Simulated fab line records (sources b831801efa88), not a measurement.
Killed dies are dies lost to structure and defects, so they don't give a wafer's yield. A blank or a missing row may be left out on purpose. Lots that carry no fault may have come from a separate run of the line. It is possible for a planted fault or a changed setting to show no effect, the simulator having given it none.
Matching of chambers | flow sky130 | 4 sister chambers for SKY_VIA3_ETCH_15 on rie_diel-04
The step etches SiO2 in C4F8/O2/Ar, stops on TiN, target depth 507 nm, time 78 s. 16 wafers are shown with their chamber, then 7 later ones without.

EACH WAFER AND ITS CHAMBER
wafer  | chamber | rf_fwd_power_W (W) | oes_product_au (a.u.)
L312.4 | 0       | 1497               | 0.940
L312.5 | 2       | 1496               | 0.947
L312.6 | 1       | 1491               | 0.951
L314.2 | 2       | 1492               | 0.952
L314.5 | 2       | 1506               | 0.943
L314.6 | 3       | 1484               | 0.943
L313.1 | 1       | 1490               | 0.948
L313.2 | 2       | 1489               | 0.949
L313.3 | 0       | 1491               | 0.945
L315.2 | 0       | 1496               | 0.946
L315.3 | 3       | 1491               | 0.950
L315.4 | 2       | 1493               | 0.947
L317.4 | 0       | 1491               | 0.954
L317.5 | 3       | 1482               | 0.948
L317.6 | 2       | 1492               | 0.948
L318.2 | 0       | 1493               | 0.941

SIGNATURES, as means of the wafers listed above
reading        | chamber 0 | chamber 1 | chamber 2 | chamber 3 | scatter within a chamber
rf_fwd_power_W | 1493.60   | 1490.50   | 1494.67   | 1485.67   | 4.62
oes_product_au | 0.94520   | 0.94950   | 0.94767   | 0.94700   | 0.00405
Rule: distance of a wafer from a chamber = root of the sum over the readings of ((wafer's reading minus chamber's mean) / reading's scatter) squared. The wafer belongs to the nearest chamber; if the next one is less than 2 further off, it can't be placed. The scatter: take each reading less its chamber's mean, square it, sum over the shown wafers, divide by the number of wafers less the number of chambers, and take the root.

WAFERS WITHOUT THEIR CHAMBER
wafer  | rf_fwd_power_W (W) | oes_product_au (a.u.)
L318.3 | 1496               | 0.944
L318.5 | 1492               | 0.943
L322.3 | 1491               | 0.947
L322.4 | 1490               | 0.953
L329.2 | 1483               | 0.947
L329.4 | 1497               | 0.948
L329.6 | 1494               | 0.942

THE CHAMBER EACH PASSED THROUGH
wafer  | from the rows above               | in truth
L318.3 | can't be placed: 0 or 2 or 1 or 3 | 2
L318.5 | can't be placed: 0 or 2 or 1 or 3 | 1
L322.3 | can't be placed: 1 or 0 or 2 or 3 | 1
L322.4 | can't be placed: 1 or 2 or 3 or 0 | 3
L329.2 | can't be placed: 3 or 1 or 0 or 2 | 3
L329.4 | can't be placed: 2 or 0 or 1 or 3 | 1
L329.6 | can't be placed: 0 or 2 or 1 or 3 | 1
Correct placement for 0 of the 7. These rows do not allow placing 7 (true chamber among the candidates in 7). Number placed wrongly: 0.
